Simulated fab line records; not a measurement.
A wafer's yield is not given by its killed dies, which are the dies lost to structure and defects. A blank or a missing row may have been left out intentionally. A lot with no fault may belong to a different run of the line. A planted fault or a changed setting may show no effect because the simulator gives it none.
A lot that was struck, set against a sound lot ; flow gf180mcu ; 15 steps out of a route of 602
Sound: the wafers L207.1, L207.2, L207.4. Wafers L221.1, L221.2, L221.6 were the ones struck. Last of all comes the cause.
Per side, at each step with rows, come the tool, then ch with its chambers, and then its first start. Under that, the readings that differ: sound wafers ; struck wafers ; difference of the means ; sigmas: that difference in standard deviations of wafers without a fault.
alike: readings with means less than 2 such deviations apart, plus words and numbers identical on both sides. not compared: withheld readings, readings lacking a value on some wafer, bounds such as >300 that could conceal the same value, and numbers that have no deviation in the record and whose values overlap.
A row with sigmas, a row that says differs or no value, or rows on one side alone: a step with any of these is where the two part. Non-overlapping numbers with no deviation appear without sigmas and do not part them. A reading missing from all wafers of one side parts the sides only when that side holds two or more wafers.

first, 1 step without rows for these wafers: GF_HV_LDD_DEVELOP_30 (develop time 60 s).
GF_HV_LDD_CD_MEAS_31: the cd target is 400 nm.
  sound on cd sem-01 at day 12 10:40; struck on cd sem-02 at day 17 00:55
  alike: cd nm
GF_HV_LDD_OVL_MEAS_32:
  sound on overlay-02 at day 12 10:47; struck on overlay-01 at day 17 01:02
  alike: HV_LDD_02_OVL
then, 4 steps without rows for these wafers: GF_HV_LDD_IMPLANT_33; GF_HV_LDD_IMPLANT_34; GF_HV_LDD_IMPLANT_35; GF_HV_LDD_IMPLANT_36.
GF_HV_LDD_STRIP_37: strips in O2/N2.
  sound on plasma asher-04 ch 0,1, day 12 11:25; struck on plasma asher-01 ch 0,1, day 17 01:40
reading;sound;struck;difference;sigmas
heater power w (W);315 329 321;383 390 385;+64;+2
  alike: drypump motor current A, oes product au, strip time to endpoint s
  not compared: rf hours counter h
GF_HV_LDD_TW_MEAS_38:
  sound on film metro-02 at day 12 11:31; struck on film metro-02 at day 17 01:46
  alike: HV_LDD_3_TW
then, 3 steps without rows for these wafers: GF_HV_LDD_DEHYDRATE_39 (time 60 s); GF_HV_LDD_HMDS_40 (prime time 60 s); GF_HV_LDD_COAT_41 (resist thk 1000 nm).
GF_HV_LDD_SOFTBAKE_42: time 60 s.
  sound on litho track-02 ch 0, day 12 20:31; struck on litho track-04 ch 0, day 17 12:58
reading;sound;struck;difference;sigmas
heater power total W (W);56.57 56.58 56.59;55.90 55.91 56.00;-0.64;-15
plate temp C (C);90.02 90.10 90.01;89.17 89.01 89.03;-0.97;-9
then, 2 steps without rows for these wafers: GF_HV_LDD_EXPOSE_43 (exposes mask Pplus HV AREA, target cd 400 nm); GF_PASSIVATION_PROBE_99.

## WHERE THEY PART
First at GF_HV_LDD_STRIP_37; last, within this record, at GF_HV_LDD_SOFTBAKE_42.

WHY: the cause the simulator had injected
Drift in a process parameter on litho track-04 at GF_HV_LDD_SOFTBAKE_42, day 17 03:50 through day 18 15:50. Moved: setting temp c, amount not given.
